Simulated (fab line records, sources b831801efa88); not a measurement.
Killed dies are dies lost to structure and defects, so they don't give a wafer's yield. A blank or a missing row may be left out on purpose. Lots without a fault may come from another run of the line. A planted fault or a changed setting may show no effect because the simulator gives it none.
A struck lot beside a sound one | flow sky130 | 15 steps out of a route of 708
Sound: wafers L485.3, L485.5, L485.6. Struck: wafers L491.5, L491.6. (L491.4 of the same lot was not struck and is left out.) The cause comes at the end.
At each step with rows: each side's tool, then ch and its chambers, then its first start. Under that, the readings that differ: sound wafers | struck wafers | difference of the means | sigmas: that difference in standard deviations of wafers without a fault.
alike: readings whose means differ by less than 2 such deviations, and words and numbers that are the same on both sides. not compared: withheld readings, readings that some wafer has no value for, bounds like >300 that may hide the same value, and numbers for which the record gives no deviation and whose values overlap.
The two part at a step that has a row with sigmas, a row that says differs or no value, or rows on one side only. Numbers that don't overlap but have no deviation are shown without sigmas and don't part them. A reading that every wafer of one side lacks parts them only if that side has two wafers or more.

SKY_SONOS_ONO_CD_MEAS_13: target cd 410 nm.
  sound on cd_sem-02, day 13 09:45; struck on cd_sem-02, day 15 20:43
  reading    | sound             | struck      | difference | sigmas
  cd_nm (nm) | 405.8 405.7 406.2 | 410.4 409.9 | +4.2       | +2
SKY_SONOS_ONO_OVL_MEAS_14:
  sound on overlay-01, day 13 09:51; struck on overlay-01, day 15 20:47
  alike: SONOS_ONO_OVL
SKY_SONOS_ONO_ETCH_15: etches the open film in CHF3/O2, target depth 19.52 nm, time 7.8 s.
  sound on rie_diel-01 ch 1,2, day 13 09:52; struck on rie_diel-03 ch 2,3, day 15 20:49
  alike: O2_flow_sccm, chamber_pressure_mTorr, drypump_motor_current_A, oes_product_au, rf_fwd_power_W, throttle_valve_pct
  not compared: rf_hours_counter_h
then, 1 step without rows for these wafers: SKY_SONOS_ONO_WET_ETCH_16 (etches SiO2 in dHF, target depth 14 nm, time 280 s).
SKY_SONOS_ONO_STRIP_17: strips in O2/N2.
  sound on plasma_asher-01 ch 0,1, day 13 10:07; struck on plasma_asher-03 ch 0,1, day 15 20:58
  alike: chamber_pressure_mTorr, drypump_motor_current_A, o2_flow_sccm, oes_product_au, strip_time_to_endpoint_s
  not compared: rf_hours_counter_h
then, 3 steps without rows for these wafers: SKY_SONOS_ONO_WET_ETCH_18 (etches Si3N4 in H3PO4, target depth 15 nm, time 172 s); SKY_GATE_OXIDE_CLEAN_00 (cleans in SC1/SC2, time 150 s); SKY_GATE_OXIDE_OXIDATION_01 (stabilise 600 s, purge 300 s, target thk 10.268 nm).
SKY_GATE_OXIDE_THK_MEAS_02:
  sound on film_metro-04, day 13 11:55; struck on film_metro-04, day 15 23:14
  alike: GATE_OXIDE_OXIDATION_00_THK
then, 3 steps without rows for these wafers: SKY_GATE_OXIDE_DEHYDRATE_03 (time 60 s); SKY_GATE_OXIDE_HMDS_04 (prime time 60 s); SKY_GATE_OXIDE_COAT_05 (resist thk 1140 nm).
SKY_GATE_OXIDE_SOFTBAKE_06: time 60 s.
  sound on litho_track-03 ch 0, day 14 01:09; struck on litho_track-02 ch 0, day 16 13:08
  reading                  | sound             | struck      | difference | sigmas
  heater_power_total_W (W) | 56.56 56.59 56.60 | 58.07 58.09 | +1.50      | +37
  run_length_s (s)         | 89.23 89.46 89.20 | 84.64 84.63 | -4.66      | -21
then, 1 step without rows for these wafers: SKY_GATE_OXIDE_EXPOSE_07 (exposes mask LVOM, target cd 600 nm).
-- the record jumps here: 32 days lie between the struck wafers' starts before and after (it left off in module GATE_OXIDE and takes up again in module PAD_OPEN, whose first step shown is number 708 of the route) --
SKY_PAD_OPEN_PROBE_99:
  sound on prober-02, day 46 13:07; struck on prober-02, day 48 02:21
  alike: killed_at_M0_to_M3, killed_at_M4_up, killed_at_contacts, killed_at_front_end, killed_at_other, killed_dies, killed_open, killed_short

WHERE THEY PART
First at SKY_SONOS_ONO_CD_MEAS_13; last, within this record, at SKY_GATE_OXIDE_SOFTBAKE_06. Later steps at which nothing parts them and some readings are alike: SKY_PAD_OPEN_PROBE_99.

WHY: what the simulator had put in
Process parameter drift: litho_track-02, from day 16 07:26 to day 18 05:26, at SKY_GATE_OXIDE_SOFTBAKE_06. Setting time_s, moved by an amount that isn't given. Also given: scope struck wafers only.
